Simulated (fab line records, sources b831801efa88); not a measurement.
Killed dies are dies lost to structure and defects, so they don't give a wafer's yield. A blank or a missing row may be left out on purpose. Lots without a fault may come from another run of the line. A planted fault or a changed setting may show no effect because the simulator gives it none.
Problem report in the 8D (eight disciplines) form, filled by code | flow gf180mcu | the parts of the form that need people (team, actions taken, sign-off) are left out

1. THE PROBLEM
strip_time_to_endpoint_s at GF_NWELL_STRIP_10 reads a mean of 26.83 s on 6 wafers of 2 lots; wafers without a fault read 37.00 s with a standard deviation of 0.1. That is -99 or more standard deviations from the usual mean.
The step: strips in O2/N2.
First seen on wafer L502.1, day 5 13:23, on plasma_asher-04. The record holds 39 wafers of 13 lots with a number at this step. Rule for "out", or "out of limits": more than 4 standard deviations from the usual mean. The other wafers with a number count as sound.

2. WHAT IT IS AND WHAT IT IS NOT
question                    | is                       | is not
which readings at this step | strip_time_to_endpoint_s | drypump_motor_current_A, heater_power_w
which lots                  | L502, L504               | L493, L495, L496, L500, L507, L508, L509, L511, L512, L513, L514
which wafers of those lots  | all that have a number   | -
read on which tools         | plasma_asher-04          | plasma_asher-01, plasma_asher-03
when                        | from day 5 13:23         | up to then (12 sound wafers); but 21 sound wafers of L507, L508, L509, L511, L512, L513, L514 came after

3. SUSPECTS, AND WHAT RULES EACH OUT
Counting: a tool at a process step up to the reading stays a suspect if it ran every lot that is out and no sound lot after the first of them.
- litho_track-03 at GF_NWELL_COAT_02 (resist thk 3000 nm): kept. It ran every lot that is out, first L502 (day 5 05:48), and no sound lot after that; its last sound lot up to then is L500 (day 4 20:24).
- plasma_asher-04 at GF_NWELL_STRIP_10 (strips in O2/N2): ruled out as a lasting fault. Sound lots L508, L514 ran on it after its first lot that is out, L502 (day 5 13:23).
Left after counting: litho_track-03 at GF_NWELL_COAT_02.

4. THE CAUSE (what the simulator had put in)
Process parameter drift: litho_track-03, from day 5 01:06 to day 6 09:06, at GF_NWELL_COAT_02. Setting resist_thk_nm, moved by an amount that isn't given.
Counting left only this tool.

5. THE CHAIN OF EFFECTS, in route order
Each row: a reading whose mean over the struck wafers that have a number lies more than 3 standard deviations from the usual. Only readings for which the record gives a usual standard deviation are gone through. hours: the time from each lot's start at the first step in this table that gives one to its start at this step, as a median over the lots. sigmas: the change in usual standard deviations.
hours | step              | reading                  | usual   | on struck wafers | change | sigmas
0     | GF_NWELL_STRIP_10 | strip_time_to_endpoint_s | 37.00 s | 26.83            | -10.17 | -99 or more
The process steps in it:
- GF_NWELL_STRIP_10: strips in O2/N2.
Later measuring or inspecting steps at which every struck wafer that the step has a row for has a number for every such reading, and none has moved that far: GF_SAB_OVL_MEAS_10, GF_CONTACT_THK_MEAS_01.

6. WHAT WOULD HAVE CAUGHT IT SOONER
In this record the first reading out of limits was taken at day 5 13:23, 12 hours after the fault began at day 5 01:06.
Of the tool readings at GF_NWELL_COAT_02 for which the record gives a usual standard deviation, none was out on any struck wafer, so an alarm limit of 4 standard deviations on them would not have fired.
Of the lots that are out (2), L504 began GF_NWELL_COAT_02 on litho_track-03 after day 5 13:23. A hold on the tool at that time would have spared it.
